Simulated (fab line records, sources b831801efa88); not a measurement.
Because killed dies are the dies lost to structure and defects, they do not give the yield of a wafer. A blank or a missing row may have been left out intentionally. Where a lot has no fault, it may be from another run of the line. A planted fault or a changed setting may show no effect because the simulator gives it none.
The same fault as seen by 2 desks    flow sky130    numbers are kept per desk, each desk with only its own; the story behind them comes last

## THE TOOL OWNER'S DESK: litho_track-03
Per lot that ran on this tool, the mean of the sampled wafers carrying a number, from the tool's own readings at SKY_METAL1_SOFTBAKE_11 (time 90 s). The brackets show how far a lot's mean lies from the usual mean; more than 4 standard deviations puts the lot out of limits, marked OUT.
Columns: A = heater_power_total_W at SKY_METAL1_SOFTBAKE_11, usual 57.37 W; B = resist_line_temp_C at SKY_METAL1_SOFTBAKE_11, usual 23.00 C; C = run_length_s at SKY_METAL1_SOFTBAKE_11, usual 118.99 s
lot   first seen here  A                 B      C
L834  day 33 19:00     57.31             22.94  118.68
L842  day 36 12:00     58.41 (+8.6) OUT  23.12  113.93 (-20) OUT
L843  day 36 16:00     58.47 (+9.2) OUT  23.07  114.13 (-19) OUT
L844  day 37 01:00     58.37 (+8.3) OUT  23.03  113.87 (-20) OUT
This desk finds L842, L843, L844 out of limits, L842 being first, at day 36 12:00 (heater_power_total_W at SKY_METAL1_SOFTBAKE_11). Within limits: L834.

## THE METROLOGY DESK
What the gauges read for every lot (on any tool): the sampled wafers with a number, averaged. The brackets show how far a lot's mean lies from the usual mean; more than 4 standard deviations puts the lot out of limits, marked OUT.
Columns: A = METAL1_ALCU_RS at SKY_METAL1_RS_MEAS_05, usual 0.1272 ohm/sq; B = METAL1_ALCU_THK at SKY_METAL1_THK_MEAS_06, usual 250.3 nm
lot   first seen here  A       B
L834  day 33 06:28     0.1251  250.8
L836  day 34 01:10     0.1271  250.5
L842  day 35 23:24     0.1283  248.1
L843  day 36 02:43     0.1261  253.8
L844  day 36 12:44     0.1286  248.1
L848  day 37 18:55     0.1267  251.4
L851  day 38 19:28     0.1274  251.4
This desk's finding: nothing out of limits on any of the 7 lots.

## ALL TOGETHER
On L842, L843, L844, at day 36 12:00, an alarm was possible from the tool owner's desk.
Metrology desk: nothing out of limits seen.
The metrology desk holds a record of L842, L843, L844, inside its limits.
On litho_track-03, each named lot ran SKY_METAL1_SOFTBAKE_11.

## WHAT HAD BEEN PUT IN BY THE SIMULATOR
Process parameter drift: litho_track-03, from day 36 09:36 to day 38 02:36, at SKY_METAL1_SOFTBAKE_11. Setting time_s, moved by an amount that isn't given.
Lots struck among those shown: L842, L843, L844.
How many hours passed from the start of the fault until each desk's first out-of-limits reading: the tool owner's desk, 2.
